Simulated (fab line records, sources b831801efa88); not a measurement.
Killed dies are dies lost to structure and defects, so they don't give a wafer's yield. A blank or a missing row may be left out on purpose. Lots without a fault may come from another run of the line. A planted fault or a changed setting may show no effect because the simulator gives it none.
fab line records | flow gf180mcu
record lots=5 wafers=15 last_day=33
route steps=602 shown HV_LDD@217 NSD@235 PSD@248
lots that met no fault: from a run of the same line without faults
start_h: hours from the record's first day to the start of the lot's first wafer shown | wait_h: hours since the lot's step before | " the same as in the row above | L1.1+2: a row that stands for several wafers | - no value, or no start given | * or withheld: withheld | < > ~ a bound
route shown NAME@n: a module of which the file shows steps, and the number in the route of the first | usual: mean/standard deviation of fault-free wafers | same: alike in all rows | chamber/n: place in a boat | sites: the reading at each site | _std_site: their standard deviation | _edge_site: outer sites' mean less inner sites' | radius_mm: how far each site lies from the wafer's centre | mask NAME#n: copy n | behind: the tool/chamber that last shaped the wafer | hold: why the lot was held/for how many hours/how that ended | device: the transistor (n, p or np) that didn't switch | end of line: the same wafers' tests at the end of the route | a step without rows: its recipe alone | killed: dies lost to structure and defects at the first sort, not the wafer's yield | map: a wafer's dies, x killed, . not, _ none there
set.NAME: the setting as run; set.NAME@STEP: as run at that earlier step | model.NAME: the simulator's own value behind a step, which no gauge read
lots at some steps of the route; a table a step, a row a wafer
services: from which hour (start_h, from the record's first day; less than 0 if before it) a tool's chamber was out of use, for how many hours, and why
## steps
# step GF_HV_LDD_COAT_41
# recipe resist=NOVOLAK spin_rpm=3000 resist_thk_nm=1000
# columns lot.wafer tool chamber start_h wait_h
L075.1+4+5 litho_track-03 0 283.25 0.1
L081.1+5+6 litho_track-01 0 320.90 0.1
L082.1+2+6 litho_track-01 0 329.90 0.1
L086.1+2+6 litho_track-02 0 360.18 0.1
L090.1+3+4 litho_track-01 0 395.30 0.1
# step GF_HV_LDD_SOFTBAKE_42
# recipe temp_c=90 time_s=60 resist=NOVOLAK
# columns lot.wafer tool chamber start_h wait_h
L075.1+4+5 litho_track-03 0 283.40 0.1
L081.1+5+6 litho_track-01 0 321.05 0.1
L082.1+2+6 litho_track-01 0 330.05 0.1
L086.1+2+6 litho_track-02 0 360.33 0.1
L090.1+3+4 litho_track-01 0 395.45 0.1
# step GF_HV_LDD_EXPOSE_43
# recipe mask_id=Pplus_HV_AREA target_cd_nm=400 na=0.6 source_shape=conventional sigma_outer=0.6 dose_mj=140
# columns lot.wafer tool chamber start_h wait_h mask
L075.1+4+5 iline_stepper-02 0 - - Pplus_HV_AREA#0
L081.1+5+6 iline_stepper-01 0 - - Pplus_HV_AREA#0
L082.1+2+6 iline_stepper-02 0 - - Pplus_HV_AREA#0
L086.1+2+6 iline_stepper-02 0 - - Pplus_HV_AREA#0
L090.1+3+4 iline_stepper-01 0 - - Pplus_HV_AREA#0
# step GF_HV_LDD_PEB_44
# recipe temp_c=withheld time_s=* resist=NOVOLAK
# columns lot.wafer tool chamber start_h wait_h
L075.1+4+5 litho_track-01 0 - -
L081.1+5+6 litho_track-03 0 - -
L082.1+2+6 litho_track-01 0 - -
L086.1+2+6 litho_track-03 0 - -
L090.1+3+4 litho_track-03 0 - -
# step GF_HV_LDD_DEVELOP_45
# recipe develop_time_s=58.61 dev_temp_c=23
# columns lot.wafer tool chamber start_h wait_h
L075.1+4+5 litho_track-01 0 293.35 0.1
L081.1+5+6 litho_track-03 0 331.45 0.1
L082.1+2+6 litho_track-01 0 340.35 0.1
L086.1+2+6 litho_track-03 0 371.50 0.1
L090.1+3+4 litho_track-03 0 406.85 0.1
# step GF_HV_LDD_CD_MEAS_46
# recipe target_cd_nm=400
# usual cd_nm=397.8/2.3
# columns lot.wafer tool chamber start_h wait_h cd_nm
L075.1 cd_sem-02 - 293.50 0.1 398.2
L075.4 " - " " 396.7
L075.5 " - " " 398.4
L081.1 cd_sem-02 - 331.60 0.1 394.8
L081.5 " - " " 390.8
L081.6 " - " " 394.4
L082.1 cd_sem-01 - 340.52 0.2 402.5
L082.2 " - " " 399.8
L082.6 " - " " 403.2
L086.1 cd_sem-02 - 371.65 0.1 397.9
L086.2 " - " " 397.2
L086.6 " - " " 401.2
L090.1 cd_sem-02 - 407.00 0.1 397.5
L090.3 " - " " 395.9
L090.4 " - " " 397.7
# step GF_HV_LDD_OVL_MEAS_47
# usual HV_LDD_03_OVL=0.6/1.5
# columns lot.wafer tool chamber start_h wait_h HV_LDD_03_OVL[nm]
L075.1 overlay-02 - 293.62 0.1 2.4
L075.4 " - " " 0.2
L075.5 " - " " 1.4
L081.1 overlay-02 - 331.72 0.1 -1.3
L081.5 " - " " -0.2
L081.6 " - " " -1.2
L082.1 overlay-02 - 340.64 0.1 -0.3
L082.2 " - " " -0.4
L082.6 " - " " -0.3
L086.1 overlay-02 - 371.77 0.1 1.8
L086.2 " - " " -0.2
L086.6 " - " " -0.4
L090.1 overlay-02 - 407.12 0.1 0.9
L090.3 " - " " 1.6
L090.4 " - " " 0.0
# step GF_HV_LDD_IMPLANT_48
# recipe species=B energy_kev=25 dose_cm2=3e+13 tilt_deg=7
# columns lot.wafer tool chamber start_h wait_h
L075.1+4+5 implanter-03 0 293.65 0.0
L081.1+5+6 implanter-02 0 331.76 0.0
L082.1+2+6 implanter-01 0 340.68 0.0
L086.1+2+6 implanter-02 0 371.81 0.0
L090.1+3+4 implanter-02 0 407.16 0.0
# step GF_HV_LDD_STRIP_49
# recipe chemistry=O2/N2 power_w=1400 pressure_mtorr=1500 platen_temp_c=250 o2_flow_sccm=3000 n2_flow_sccm=300 overash_fraction=0.5
# usual chamber_pressure_mTorr=1500.2/1.4 drypump_motor_current_A=5.59/0.13 heater_power_w=335/36 n2_flow_sccm=300.1/0.9 oes_product_au=0.716/0.0044 strip_time_to_endpoint_s=12.65/0.039
# columns lot.wafer tool chamber start_h wait_h chamber_pressure_mTorr drypump_motor_current_A heater_power_w n2_flow_sccm oes_product_au rf_hours_counter_h strip_time_to_endpoint_s
L075.1 plasma_asher-02 1 293.80 0.1 1498.9 5.63 296 298.2 0.716 52 12.59
L075.4 " 0 " " 1498.9 5.53 329 300.3 0.717 - 12.63
L075.5 " 1 " " 1499.8 5.61 300 300.6 0.711 - 12.59
L081.1 plasma_asher-03 1 331.91 0.1 1498.6 5.81 365 299.6 0.715 23 12.70
L081.5 " 1 " " 1500.0 5.81 374 298.8 0.710 - 12.69
L081.6 " 0 " " 1499.5 5.45 383 299.5 0.714 - 12.65
L082.1 plasma_asher-02 1 340.83 0.1 1500.5 5.62 299 300.8 0.713 56 12.69
L082.2 " 0 " " 1503.4 5.51 325 299.0 0.703 56 12.71
L082.6 " 0 " " 1497.9 5.51 324 300.2 0.716 - 12.71
L086.1 plasma_asher-03 1 371.96 0.1 1501.2 5.80 369 301.8 0.719 28 12.67
L086.2 " 0 " " 1497.8 5.46 381 300.3 0.712 28 12.65
L086.6 " 1 " " 1499.4 5.81 368 300.6 0.712 - 12.69
L090.1 plasma_asher-04 1 407.31 0.1 1500.9 5.47 305 299.4 0.716 73 12.69
L090.3 " 1 " " 1500.9 5.45 305 301.3 0.719 - 12.68
L090.4 " 0 " " 1500.2 5.75 350 300.2 0.713 - 12.66
# step GF_HV_LDD_TW_MEAS_50
# usual HV_LDD_4_TW=564/5.2
# columns lot.wafer tool chamber start_h wait_h HV_LDD_4_TW
L075.1 film_metro-03 - 293.90 0.1 558
L075.4 " - " " 558
L075.5 " - " " 556
L081.1 film_metro-03 - 332.01 0.1 559
L081.5 " - " " 563
L081.6 " - " " 562
L082.1 film_metro-03 - 340.93 0.1 562
L082.2 " - " " 564
L082.6 " - " " 559
L086.1 film_metro-03 - 372.08 0.1 562
L086.2 " - " " 562
L086.6 " - " " 561
L090.1 film_metro-02 - 407.41 0.1 572
L090.3 " - " " 575
L090.4 " - " " 576
# step GF_HV_LDD_CLEAN_51
# recipe chemistry=SC1/SC2 mix=1:4:20 temp_c=70 time_s=150 dry=n2_spin
# columns lot.wafer tool chamber start_h wait_h
L075.1+4+5 wet_bench-01 3 293.96 0.1
L081.1+5+6 wet_bench-04 2 332.07 0.1
L082.1+2+6 wet_bench-03 3 340.99 0.1
L086.1+2+6 wet_bench-04 2 372.14 0.1
L090.1+3+4 wet_bench-01 1 407.47 0.1
# step GF_HV_LDD_RTA_52
# recipe temp_c=1000 time_s=10 ambient=N2
# usual chamber_o2_ppm=2.002/0.021 lamp_power_pct=33.2/1.1 wafer_temp_C_max=1005.5/1.3
# columns lot.wafer tool chamber start_h wait_h chamber_o2_ppm lamp_power_pct wafer_temp_C_max
L075.1 rtp_anneal-02 0 294.02 0.0 2.017 32.4 1004.4
L075.4 " 0 " " 2.011 32.4 1004.8
L075.5 " 0 " " 2.017 32.4 1005.3
L081.1 rtp_anneal-02 0 332.12 0.0 1.990 32.3 1004.2
L081.5 " 0 " " 1.987 32.4 1007.1
L081.6 " 0 " " 1.975 32.3 1005.0
L082.1 rtp_anneal-01 0 341.04 0.0 1.983 34.6 1006.3
L082.2 " 0 " " 2.005 34.6 1007.9
L082.6 " 0 " " 1.998 34.7 1007.0
L086.1 rtp_anneal-02 0 372.19 0.0 1.987 32.3 1005.9
L086.2 " 0 " " 1.996 32.3 1005.4
L086.6 " 0 " " 1.982 32.3 1004.3
L090.1 rtp_anneal-02 0 407.52 0.0 1.978 32.4 1005.6
L090.3 " 0 " " 1.992 32.4 1004.7
L090.4 " 0 " " 1.965 32.4 1004.7
# step GF_HV_LDD_RS_MEAS_53
# recipe thk_meas_gauge=four-point-probe
# usual HV_LDD_RS=418.3/1
# columns lot.wafer tool chamber start_h wait_h HV_LDD_RS[ohm/sq]
L075.1 film_metro-03 - 294.08 0.1 419.2
L075.4 " - " " 418.6
L075.5 " - " " 418.6
L081.1 film_metro-02 - 332.19 0.1 417.6
L081.5 " - " " 418.5
L081.6 " - " " 418.4
L082.1 film_metro-04 - 341.11 0.1 420.3
L082.2 " - " " 418.9
L082.6 " - " " 418.7
L086.1 film_metro-02 - 372.26 0.1 418.2
L086.2 " - " " 418.8
L086.6 " - " " 418.4
L090.1 film_metro-04 - 407.59 0.1 417.4
L090.3 " - " " 419.2
L090.4 " - " " 418.9
# step GF_HV_LDD_CVD_54
# recipe material=SiO2 target_thk_nm=10 precursor=TEOS temp_c=680 time_s=75 pressure_mtorr=400
# usual susceptor_temp_C=679.98/0.27 zone_power_bottom_pct=16.1/1.2 zone_power_lower_pct=11.1/0.74
# columns lot.wafer tool chamber start_h wait_h susceptor_temp_C zone_power_bottom_pct zone_power_lower_pct
L075.1 lpcvd-02 1 294.20 0.1 679.65 14.7 10.2
L075.4 " 1 " " 679.50 14.7 10.2
L075.5 " 1 " " 679.49 14.4 10.0
L081.1 lpcvd-01 1 332.50 0.3 680.17 17.0 10.7
L081.5 " 1 " " 680.75 16.9 10.7
L081.6 " 1 " " 680.18 17.0 10.8
L082.1 lpcvd-01 1 341.23 0.1 680.14 16.8 10.8
L082.2 " 1 " " 679.90 17.0 10.6
L082.6 " 1 " " 679.70 16.9 10.5
L086.1 lpcvd-02 1 373.42 1.1 680.35 14.6 10.1
L086.2 " 1 " " 680.10 14.5 10.2
L086.6 " 1 " " 679.68 14.5 10.2
L090.1 lpcvd-02 0 407.71 0.1 679.66 15.7 11.5
L090.3 " 0 " " 679.77 15.8 11.5
L090.4 " 0 " " 679.88 15.4 11.4
# step GF_HV_LDD_THK_MEAS_55
# recipe reads=SiO2_of_HV_LDD_CVD_54
# usual HV_LDD_CVD_54_THK=10.02/0.17
# columns lot.wafer tool chamber start_h wait_h HV_LDD_CVD_54_THK[nm]
L075.1 film_metro-04 - 295.22 0.0 9.95
L075.4 " - " " 10.01
L075.5 " - " " 9.99
L081.1 film_metro-04 - 333.52 0.0 10.05
L081.5 " - " " 9.93
L081.6 " - " " 9.86
L082.1 film_metro-03 - 342.25 0.0 10.10
L082.2 " - " " 10.19
L082.6 " - " " 10.16
L086.1 film_metro-04 - 374.44 0.0 10.06
L086.2 " - " " 10.06
L086.6 " - " " 10.11
L090.1 film_metro-02 - 408.73 0.0 9.95
L090.3 " - " " 9.91
L090.4 " - " " 9.99
# step GF_HV_LDD_CVD_56
# recipe material=Si3N4 precursor=DCS/NH3 target_thk_nm=90 temp_c=770 time_s=1543 pressure_mtorr=250
# usual susceptor_temp_C=770.0/0.3 zone_power_bottom_pct=20.8/1.3 zone_power_lower_pct=14.0/0.82
# columns lot.wafer tool chamber start_h wait_h susceptor_temp_C zone_power_bottom_pct zone_power_lower_pct
L075.1 lpcvd-01 1 295.28 0.1 770.1 21.8 13.8
L075.4 " 1 " " 769.9 22.1 13.6
L075.5 " 1 " " 770.1 21.8 13.7
L081.1 lpcvd-01 1 333.58 0.1 770.4 21.7 13.6
L081.5 " 1 " " 770.2 21.9 13.5
L081.6 " 1 " " 770.2 22.0 13.4
L082.1 lpcvd-01 1 343.58 1.3 769.5 21.5 13.6
L082.2 " 1 " " 769.7 21.7 13.6
L082.6 " 1 " " 769.8 21.6 13.5
L086.1 lpcvd-02 0 374.50 0.1 770.0 20.1 14.2
L086.2 " 0 " " 769.9 20.2 14.7
L086.6 " 0 " " 770.1 20.3 14.2
L090.1 lpcvd-01 1 408.79 0.1 770.3 21.5 13.4
L090.3 " 1 " " 770.1 21.7 13.7
L090.4 " 1 " " 770.0 21.6 13.6
# step GF_HV_LDD_THK_MEAS_57
# recipe reads=Si3N4_of_HV_LDD_CVD_56
# usual HV_LDD_CVD_56_THK=90.1/0.99
# columns lot.wafer tool chamber start_h wait_h HV_LDD_CVD_56_THK[nm]
L075.1 film_metro-03 - 296.71 0.0 88.1
L075.4 " - " " 88.2
L075.5 " - " " 88.7
L081.1 film_metro-02 - 335.01 0.0 89.1
L081.5 " - " " 88.7
L081.6 " - " " 89.6
L082.1 film_metro-03 - 345.01 0.0 90.0
L082.2 " - " " 89.5
L082.6 " - " " 90.0
L086.1 film_metro-02 - 375.93 0.0 90.6
L086.2 " - " " 91.0
L086.6 " - " " 90.5
L090.1 film_metro-03 - 410.22 0.0 90.6
L090.3 " - " " 91.2
L090.4 " - " " 91.3
# step GF_HV_LDD_ETCHBACK_58
# recipe chemistry=CH3F/O2 target=Si3N4 stop_on=SiO2 source_w=400 bias_w=80 pressure_mtorr=25 ch3f_flow_sccm=40 O2_flow_sccm=30 time_s=100 target_depth_a=900
# usual bias_w=79.98/0.25 chamber_pressure_mTorr=24.998/0.025 drypump_motor_current_A=5.7/0.5 oes_product_au=0.844/0.0068 throttle_valve_pct=10.560/0.0095
# columns lot.wafer tool chamber start_h wait_h bias_w chamber_pressure_mTorr drypump_motor_current_A oes_product_au rf_hours_counter_h throttle_valve_pct
L075.1 rie_diel-02 1 296.77 0.1 79.70 25.035 5.5 0.833 41 10.560
L075.4 " 0 " " 79.93 25.022 5.6 0.833 29 10.547
L075.5 " 3 " " 80.20 25.001 5.1 0.839 - 10.556
L081.1 rie_diel-02 3 335.07 0.1 79.17 24.933 5.1 0.843 13 10.561
L081.5 " 3 " " 79.67 25.014 5.1 0.837 - 10.569
L081.6 " 0 " " 79.79 25.023 5.6 0.840 - 10.572
L082.1 rie_diel-02 0 345.07 0.1 79.95 24.988 5.6 0.846 30 10.572
L082.2 " 3 " " 80.62 24.978 5.1 0.842 13 10.552
L082.6 " 0 " " 80.09 25.004 5.6 0.848 - 10.557
L086.1 rie_diel-03 0 375.99 0.1 80.23 25.000 4.8 0.854 70 10.544
L086.2 " 2 " " 80.28 25.005 6.5 0.850 70 10.542
L086.6 " 2 " " 79.81 25.022 6.5 0.848 - 10.559
L090.1 rie_diel-02 3 410.28 0.1 79.88 25.015 5.1 0.851 14 10.553
L090.3 " 0 " " 80.18 25.016 5.6 0.849 32 10.552
L090.4 " 2 " " 79.97 24.989 6.2 0.848 32 10.549
# step GF_NSD_DEHYDRATE_00
# recipe temp_c=200 time_s=60
# columns lot.wafer tool chamber start_h wait_h
L075.1+4+5 litho_track-04 0 306.16 9.4
L081.1+5+6 litho_track-04 0 345.16 10.1
L082.1+2+6 litho_track-01 0 355.15 10.0
L086.1+2+6 litho_track-01 0 386.50 10.5
L090.1+3+4 litho_track-01 0 421.95 11.6
# step GF_NSD_HMDS_01
# recipe prime_time_s=60 prime_temp_c=120
# usual prime_temp_c=120.01/0.14
# columns lot.wafer tool chamber start_h wait_h prime_temp_c
L075.1 litho_track-04 0 306.31 0.1 119.92
L075.4 " 0 " " 119.84
L075.5 " 0 " " 119.83
L081.1 litho_track-04 0 345.31 0.1 120.15
L081.5 " 0 " " 120.04
L081.6 " 0 " " 119.99
L082.1 litho_track-01 0 355.30 0.1 120.02
L082.2 " 0 " " 119.84
L082.6 " 0 " " 119.84
L086.1 litho_track-01 0 386.65 0.1 120.05
L086.2 " 0 " " 119.95
L086.6 " 0 " " 120.17
L090.1 litho_track-01 0 422.10 0.1 119.94
L090.3 " 0 " " 119.98
L090.4 " 0 " " 120.08
# step GF_NSD_COAT_02
# recipe resist=NOVOLAK spin_rpm=2977 resist_thk_nm=1000
# columns lot.wafer tool chamber start_h wait_h
L075.1+4+5 litho_track-04 0 306.46 0.1
L081.1+5+6 litho_track-04 0 345.46 0.1
L082.1+2+6 litho_track-01 0 355.45 0.1
L086.1+2+6 litho_track-01 0 386.80 0.1
L090.1+3+4 litho_track-01 0 422.25 0.1
# step GF_NSD_SOFTBAKE_03
# recipe temp_c=90 time_s=60 resist=NOVOLAK
# columns lot.wafer tool chamber start_h wait_h
L075.1+4+5 litho_track-04 0 306.61 0.1
L081.1+5+6 litho_track-04 0 345.61 0.1
L082.1+2+6 litho_track-01 0 355.60 0.1
L086.1+2+6 litho_track-01 0 386.95 0.1
L090.1+3+4 litho_track-01 0 422.40 0.1
# step GF_NSD_EXPOSE_04
# recipe mask_id=Nplus target_cd_nm=400 na=0.6 source_shape=conventional sigma_outer=0.6 dose_mj=140
# columns lot.wafer tool chamber start_h wait_h mask
L075.1+4+5 iline_stepper-02 0 - - Nplus#0
L081.1+5+6 iline_stepper-01 0 - - Nplus#0
L082.1+2+6 iline_stepper-01 0 - - Nplus#0
L086.1+2+6 iline_stepper-01 0 - - Nplus#0
L090.1+3+4 iline_stepper-02 0 - - Nplus#0
# step GF_NSD_PEB_05
# recipe temp_c=withheld time_s=* resist=NOVOLAK
# columns lot.wafer tool chamber start_h wait_h
L075.1+4+5 litho_track-04 0 - -
L081.1+5+6 litho_track-04 0 - -
L082.1+2+6 litho_track-01 0 - -
L086.1+2+6 litho_track-01 0 - -
L090.1+3+4 litho_track-04 0 - -
# step GF_NSD_DEVELOP_06
# recipe develop_time_s=60 dev_temp_c=23
# columns lot.wafer tool chamber start_h wait_h
L075.1+4+5 litho_track-04 0 317.01 0.1
L081.1+5+6 litho_track-04 0 356.16 0.1
L082.1+2+6 litho_track-01 0 366.75 0.1
L086.1+2+6 litho_track-01 0 398.65 0.1
L090.1+3+4 litho_track-04 0 434.21 0.1
# step GF_NSD_CD_MEAS_07
# recipe target_cd_nm=400
# usual cd_nm=400.0/2.4
# columns lot.wafer tool chamber start_h wait_h cd_nm
L075.1 cd_sem-02 - 317.16 0.1 404.2
L075.4 " - " " 403.5
L075.5 " - " " 402.0
L081.1 cd_sem-02 - 356.31 0.1 395.4
L081.5 " - " " 396.9
L081.6 " - " " 395.9
L082.1 cd_sem-02 - 366.90 0.1 396.2
L082.2 " - " " 396.4
L082.6 " - " " 399.0
L086.1 cd_sem-02 - 398.80 0.1 399.5
L086.2 " - " " 401.6
L086.6 " - " " 399.9
L090.1 cd_sem-01 - 434.47 0.2 400.7
L090.3 " - " " 402.7
L090.4 " - " " 403.3
# step GF_NSD_OVL_MEAS_08
# usual NSD_OVL=0.3/1.4
# columns lot.wafer tool chamber start_h wait_h NSD_OVL[nm]
L075.1 overlay-01 - 317.28 0.1 1.8
L075.4 " - " " 0.5
L075.5 " - " " 0.7
L081.1 overlay-01 - 356.43 0.1 -2.6
L081.5 " - " " -3.1
L081.6 " - " " -2.7
L082.1 overlay-01 - 367.02 0.1 -0.7
L082.2 " - " " 0.5
L082.6 " - " " 2.3
L086.1 overlay-01 - 398.92 0.1 -3.0
L086.2 " - " " -1.8
L086.6 " - " " -0.5
L090.1 overlay-02 - 434.59 0.1 1.0
L090.3 " - " " -0.4
L090.4 " - " " -1.3
# step GF_NSD_IMPLANT_09
# recipe species=As energy_kev=60 dose_cm2=4e+15 tilt_deg=7
# columns lot.wafer tool chamber start_h wait_h
L075.1+4+5 implanter-04 0 317.32 0.0
L081.1+5+6 implanter-04 0 356.47 0.0
L082.1+2+6 implanter-01 0 367.05 0.0
L086.1+2+6 implanter-02 0 398.95 0.0
L090.1+3+4 implanter-02 0 434.63 0.0
# step GF_NSD_IMPLANT_10
# recipe species=P energy_kev=40 dose_cm2=5e+14 tilt_deg=7
# columns lot.wafer tool chamber start_h wait_h
L075.1+4+5 implanter-04 0 317.47 0.1
L081.1+5+6 implanter-04 0 356.62 0.1
L082.1+2+6 implanter-01 0 367.20 0.1
L086.1+2+6 implanter-02 0 399.10 0.1
L090.1+3+4 implanter-02 0 434.78 0.1
# step GF_NSD_STRIP_11
# recipe chemistry=O2/N2 power_w=1400 pressure_mtorr=1500 platen_temp_c=250 o2_flow_sccm=3000 n2_flow_sccm=300 overash_fraction=0.5
# usual chamber_pressure_mTorr=1499.9/1.4 drypump_motor_current_A=5.9/0.33 heater_power_w=371/37 n2_flow_sccm=300.0/0.91 oes_product_au=0.487/0.0047 strip_time_to_endpoint_s=23.02/0.037
# columns lot.wafer tool chamber start_h wait_h chamber_pressure_mTorr drypump_motor_current_A heater_power_w n2_flow_sccm oes_product_au rf_hours_counter_h strip_time_to_endpoint_s
L075.1 plasma_asher-02 0 317.62 0.1 1499.3 5.5 326 301.1 0.484 54 23.04
L075.4 " 1 " " 1501.6 5.6 296 300.3 0.493 - 23.01
L075.5 " 0 " " 1499.9 5.5 326 300.2 0.486 - 22.99
L081.1 plasma_asher-03 0 356.77 0.1 1497.8 5.5 392 300.4 0.481 26 22.97
L081.5 " 1 " " 1501.8 5.9 362 302.8 0.484 - 23.01
L081.6 " 0 " " 1500.4 5.5 381 298.6 0.492 - 23.05
L082.1 plasma_asher-01 0 367.35 0.1 1497.3 6.4 414 301.1 0.494 72 22.99
L082.2 " 1 " " 1498.4 5.9 354 300.6 0.488 72 23.00
L082.6 " 1 " " 1501.6 5.9 347 299.7 0.496 - 22.99
L086.1 plasma_asher-03 1 399.25 0.1 1499.5 5.8 365 300.9 0.485 31 22.98
L086.2 " 0 " " 1501.7 5.5 403 298.6 0.494 31 23.02
L086.6 " 1 " " 1499.9 5.8 366 299.8 0.491 - 23.01
L090.1 plasma_asher-01 0 434.93 0.1 1501.7 6.4 421 300.2 0.483 80 23.10
L090.3 " 0 " " 1499.2 6.4 411 300.4 0.486 - 23.08
L090.4 " 1 " " 1502.6 5.9 360 299.3 0.488 - 23.11
# step GF_NSD_TW_MEAS_12
# usual NSD_TW=4243/44
# columns lot.wafer tool chamber start_h wait_h NSD_TW
L075.1 film_metro-03 - 317.72 0.1 4198
L075.4 " - " " 4198
L075.5 " - " " 4214
L081.1 film_metro-03 - 356.87 0.1 4195
L081.5 " - " " 4175
L081.6 " - " " 4184
L082.1 film_metro-03 - 367.45 0.1 4190
L082.2 " - " " 4181
L082.6 " - " " 4178
L086.1 film_metro-03 - 399.35 0.1 4182
L086.2 " - " " 4156
L086.6 " - " " 4177
L090.1 film_metro-01 - 435.04 0.1 4287
L090.3 " - " " 4303
L090.4 " - " " 4289
# step GF_PSD_DEHYDRATE_00
# recipe temp_c=200 time_s=60
# columns lot.wafer tool chamber start_h wait_h
L075.1+4+5 litho_track-04 0 327.76 10.0
L081.1+5+6 litho_track-03 0 367.50 10.6
L082.1+2+6 litho_track-04 0 377.71 10.2
L086.1+2+6 litho_track-01 0 410.15 10.8
L090.1+3+4 litho_track-01 0 446.74 11.7
# step GF_PSD_HMDS_01
# recipe prime_time_s=60 prime_temp_c=120
# usual prime_temp_c=120.00/0.14
# columns lot.wafer tool chamber start_h wait_h prime_temp_c
L075.1 litho_track-04 0 327.91 0.1 120.17
L075.4 " 0 " " 119.97
L075.5 " 0 " " 119.84
L081.1 litho_track-03 0 367.65 0.1 119.59
L081.5 " 0 " " 119.90
L081.6 " 0 " " 120.06
L082.1 litho_track-04 0 377.86 0.1 120.22
L082.2 " 0 " " 119.97
L082.6 " 0 " " 119.96
L086.1 litho_track-01 0 410.30 0.1 119.94
L086.2 " 0 " " 119.86
L086.6 " 0 " " 120.08
L090.1 litho_track-01 0 446.89 0.1 119.85
L090.3 " 0 " " 119.75
L090.4 " 0 " " 120.05
# step GF_PSD_COAT_02
# recipe resist=NOVOLAK spin_rpm=3000 resist_thk_nm=1000
# columns lot.wafer tool chamber start_h wait_h
L075.1+4+5 litho_track-04 0 328.06 0.1
L081.1+5+6 litho_track-03 0 367.80 0.1
L082.1+2+6 litho_track-04 0 378.01 0.1
L086.1+2+6 litho_track-01 0 410.45 0.1
L090.1+3+4 litho_track-01 0 447.04 0.1
# step GF_PSD_SOFTBAKE_03
# recipe temp_c=90 time_s=60 resist=NOVOLAK
# columns lot.wafer tool chamber start_h wait_h
L075.1+4+5 litho_track-04 0 328.21 0.1
L081.1+5+6 litho_track-03 0 367.95 0.1
L082.1+2+6 litho_track-04 0 378.16 0.1
L086.1+2+6 litho_track-01 0 410.60 0.1
L090.1+3+4 litho_track-01 0 447.19 0.1
# step GF_PSD_EXPOSE_04
# recipe mask_id=Pplus target_cd_nm=400 na=0.6 source_shape=conventional sigma_outer=0.6 dose_mj=140
# columns lot.wafer tool chamber start_h wait_h mask
L075.1+4+5 iline_stepper-02 0 - - Pplus#0
L081.1+5+6 iline_stepper-02 0 - - Pplus#0
L082.1+2+6 iline_stepper-02 0 - - Pplus#0
L086.1+2+6 iline_stepper-02 0 - - Pplus#0
L090.1+3+4 iline_stepper-02 0 - - Pplus#0
# step GF_PSD_PEB_05
# recipe temp_c=withheld time_s=* resist=NOVOLAK
# columns lot.wafer tool chamber start_h wait_h
L075.1+4+5 litho_track-01 0 - -
L081.1+5+6 litho_track-04 0 - -
L082.1+2+6 litho_track-03 0 - -
L086.1+2+6 litho_track-04 0 - -
L090.1+3+4 litho_track-01 0 - -
# step GF_PSD_DEVELOP_06
# recipe develop_time_s=60 dev_temp_c=23
# columns lot.wafer tool chamber start_h wait_h
L075.1+4+5 litho_track-01 0 338.85 0.1
L081.1+5+6 litho_track-04 0 378.81 0.1
L082.1+2+6 litho_track-03 0 389.65 0.1
L086.1+2+6 litho_track-04 0 422.81 0.1
L090.1+3+4 litho_track-01 0 459.29 0.1
# step GF_PSD_CD_MEAS_07
# recipe target_cd_nm=400
# usual cd_nm=400.1/2.6
# columns lot.wafer tool chamber start_h wait_h cd_nm
L075.1 cd_sem-02 - 339.00 0.1 401.4
L075.4 " - " " 401.8
L075.5 " - " " 401.3
L081.1 cd_sem-01 - 378.96 0.1 401.1
L081.5 " - " " 398.5
L081.6 " - " " 399.4
L082.1 cd_sem-02 - 389.80 0.1 399.3
L082.2 " - " " 403.4
L082.6 " - " " 400.1
L086.1 cd_sem-02 - 422.96 0.1 397.5
L086.2 " - " " 398.2
L086.6 " - " " 400.6
L090.1 cd_sem-01 - 459.44 0.1 400.0
L090.3 " - " " 396.0
L090.4 " - " " 396.3
# step GF_PSD_OVL_MEAS_08
# usual PSD_OVL=0.9/1.3
# columns lot.wafer tool chamber start_h wait_h PSD_OVL[nm]
L075.1 overlay-01 - 339.12 0.1 1.3
L075.4 " - " " -0.2
L075.5 " - " " 0.9
L081.1 overlay-01 - 379.08 0.1 1.6
L081.5 " - " " 0.6
L081.6 " - " " 0.8
L082.1 overlay-01 - 389.92 0.1 0.9
L082.2 " - " " 1.8
L082.6 " - " " 0.3
L086.1 overlay-02 - 423.08 0.1 0.5
L086.2 " - " " 0.0
L086.6 " - " " 1.5
L090.1 overlay-01 - 459.56 0.1 3.5
L090.3 " - " " 2.2
L090.4 " - " " 2.7
# step GF_PSD_IMPLANT_09
# recipe species=BF2 energy_kev=40 dose_cm2=1.5e+15 tilt_deg=7
# columns lot.wafer tool chamber start_h wait_h
L075.1+4+5 implanter-03 0 339.15 0.0
L081.1+5+6 implanter-04 0 379.12 0.0
L082.1+2+6 implanter-04 0 389.96 0.0
L086.1+2+6 implanter-03 0 423.12 0.0
L090.1+3+4 implanter-02 0 459.60 0.0
## services
# columns tool chamber start_h hours kind
implanter-02 - 274.42 6.7 pm
rie_diel-02 2 278.52 4.7 repair
lpcvd-01 - 279.85 1.3 repair
implanter-04 - 288.12 4.2 repair
plasma_asher-02 - 296.84 4.7 repair
implanter-04 - 318.15 3.1 repair
lpcvd-02 - 318.89 6.1 pm
implanter-04 - 324.47 13.6 pm
iline_stepper-02 - 337.01 8.9 pm
implanter-04 - 338.89 11.5 repair
plasma_asher-03 - 344.91 1.5 repair
implanter-04 - 345.42 3.4 repair
iline_stepper-01 - 350.81 1.7 pm
implanter-04 - 369.32 1.5 repair
implanter-04 - 376.31 1.8 pm
rie_diel-02 0 377.74 2.7 repair
rie_diel-02 3 378.61 3.9 repair
rie_diel-02 1 379.56 3.9 repair
implanter-04 - 388.25 0.9 repair
rie_diel-02 2 393.74 16.3 repair
lpcvd-02 - 414.69 2.8 pm
implanter-02 - 414.74 2.8 pm
plasma_asher-03 - 427.70 8.8 repair
implanter-01 - 431.81 9.2 pm
## key
fault none
